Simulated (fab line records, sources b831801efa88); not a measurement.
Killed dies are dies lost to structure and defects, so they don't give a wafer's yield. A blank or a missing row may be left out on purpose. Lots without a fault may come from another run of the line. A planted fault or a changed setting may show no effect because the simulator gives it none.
A struck lot beside a sound one | flow sfq_line | 21 steps out of a route of 325
Sound: wafers L552.2, L552.5, L552.6. Struck: wafer L555.6. (L555.1, L555.5 of the same lot were not struck and are left out.) The cause comes at the end.
At each step with rows: each side's tool, then ch and its chambers, then its first start. Under that, the readings that differ: sound wafers | struck wafers | difference of the means | sigmas: that difference in standard deviations of wafers without a fault.
alike: readings whose means differ by less than 2 such deviations, and words and numbers that are the same on both sides. not compared: withheld readings, readings that some wafer has no value for, bounds like >300 that may hide the same value, and numbers for which the record gives no deviation and whose values overlap.
The two part at a step that has a row with sigmas, a row that says differs or no value, or rows on one side only. Numbers that don't overlap but have no deviation are shown without sigmas and don't part them. A reading that every wafer of one side lacks parts them only if that side has two wafers or more.

first, 2 steps without rows for these wafers: SFQ_TRILAYER_M1_LITHO_PEB_042 (peb time 60 s); SFQ_TRILAYER_M1_LITHO_DEVELOP_041 (time 60 s).
SFQ_M1_OVL_MEAS_911:
  sound on overlay-01, day 24 21:53; struck on overlay-02, day 26 09:29
  alike: M1_OVL
SFQ_TRILAYER_M1_BARC_OPEN_METAL_ETCH_054: etches BARC in O2, target depth 125 nm, time 41.7 s.
  sound on rie_metal-04 ch 0,1, day 24 21:55; struck on rie_metal-03 ch 0, day 26 09:31
  alike: drypump_motor_current_A, oes_product_au
  not compared: rf_hours_counter_h
SFQ_TRILAYER_M1_ETCH_METAL_ETCH_042: etches Nb in Cl2/Ar, stops on SiO2, target depth 240 nm, time 120 s.
  sound on rie_metal-04 ch 0,1, day 24 21:59; struck on rie_metal-03 ch 0, day 26 09:35
  alike: drypump_motor_current_A, oes_product_au
  not compared: rf_hours_counter_h
then, 4 steps without rows for these wafers: SFQ_TRILAYER_M1_STRIP_STRIP_043 (strips in O2); SFQ_TRILAYER_M1_STRIP_SOLV_CLEAN_044 (cleans in NMP, time 600 s); SFQ_TRILAYER_I1_DEP_PECVD_045 (deposits SiO2 from SiH4/N2O, time 111.11 s, target thk 500 nm); SFQ_TRILAYER_I1_CMP_CMP_046 (polishes SiO2).
SFQ_I1_BOW_MEAS_912:
  sound on film_metro-01, day 25 03:41; struck on film_metro-02, day 26 13:42
  alike: I1_BOW
SFQ_TRILAYER_I1_METRO_MEASURE_047:
  sound on film_metro-01, day 25 03:59; struck on film_metro-02, day 26 13:49
  reading     | sound             | struck | difference | sigmas
  thk_nm (nm) | 200.8 201.4 201.5 | 198.6  | -2.6       | -3
then, 1 step without rows for these wafers: SFQ_TRILAYER_I1_VIA_LITHO_COAT_054 (resist thk 62 nm).
SFQ_TRILAYER_I1_VIA_LITHO_COAT_049: resist thk 650 nm.
  sound on litho_track-03 ch 0, day 25 05:20; struck on litho_track-02 ch 0, day 26 15:19
  reading                                                 | sound             | struck | difference | sigmas
  model.KrF_of_TRILAYER_I1_VIA_LITHO_COAT_049.thk_nm (nm) | 649.3 649.4 651.5 | 656.2  | +6.1       |
then, 4 steps without rows for these wafers: SFQ_TRILAYER_I1_VIA_LITHO_SOFTBAKE_053; SFQ_TRILAYER_I1_VIA_LITHO_EXPOSE_050 (exposes mask I1, target cd 500 nm); SFQ_TRILAYER_I1_VIA_LITHO_PEB_052 (peb time 60 s); SFQ_TRILAYER_I1_VIA_LITHO_DEVELOP_051 (time 60 s).
-- the record jumps here: 5 days lie between the struck wafers' starts before and after --
SFQ_I1_OVL_MEAS_913:
  sound on overlay-02, day 31 02:26; struck on overlay-01, day 32 03:02
  alike: I1_OVL
SFQ_TRILAYER_I1_VIA_BARC_OPEN_VIA_ETCH_071: etches BARC in O2, target depth 125 nm, time 41.7 s.
  sound on rie_diel-01 ch 0,1, day 31 02:28; struck on rie_diel-04 ch 2, day 32 03:04
  alike: drypump_motor_current_A, oes_product_au
  not compared: rf_hours_counter_h
SFQ_TRILAYER_I1_VIA_ETCH_VIA_ETCH_052: etches SiO2 in CHF3, stops on Nb, target depth 260 nm.
  sound on rie_diel-01 ch 0,1, day 31 02:31; struck on rie_diel-04 ch 2, day 32 03:06
  reading                                                 | sound             | struck | difference | sigmas
  oes_product_au (a.u.)                                   | 0.857 0.859 0.863 | 0.848  | -0.012     | -2
  model.KrF_of_TRILAYER_I1_VIA_LITHO_COAT_049.thk_nm (nm) | 528 528.3 530     | 534    | +5         |
  alike: drypump_motor_current_A
SFQ_TRILAYER_I1_VIA_STRIP_STRIP_053: strips in O2.
  sound on rie_metal-02 ch 0,1, day 31 02:37; struck on rie_metal-01 ch 1, day 32 03:13
  reading                     | sound       | struck | difference | sigmas
  drypump_motor_current_A (A) | 6.8 6.4 6.8 | 5.9    | -0.8       | -2
  alike: oes_product_au
  not compared: rf_hours_counter_h

WHERE THEY PART
First at SFQ_TRILAYER_I1_METRO_MEASURE_047; last, within this record, at SFQ_TRILAYER_I1_VIA_STRIP_STRIP_053.

WHY: what the simulator had put in
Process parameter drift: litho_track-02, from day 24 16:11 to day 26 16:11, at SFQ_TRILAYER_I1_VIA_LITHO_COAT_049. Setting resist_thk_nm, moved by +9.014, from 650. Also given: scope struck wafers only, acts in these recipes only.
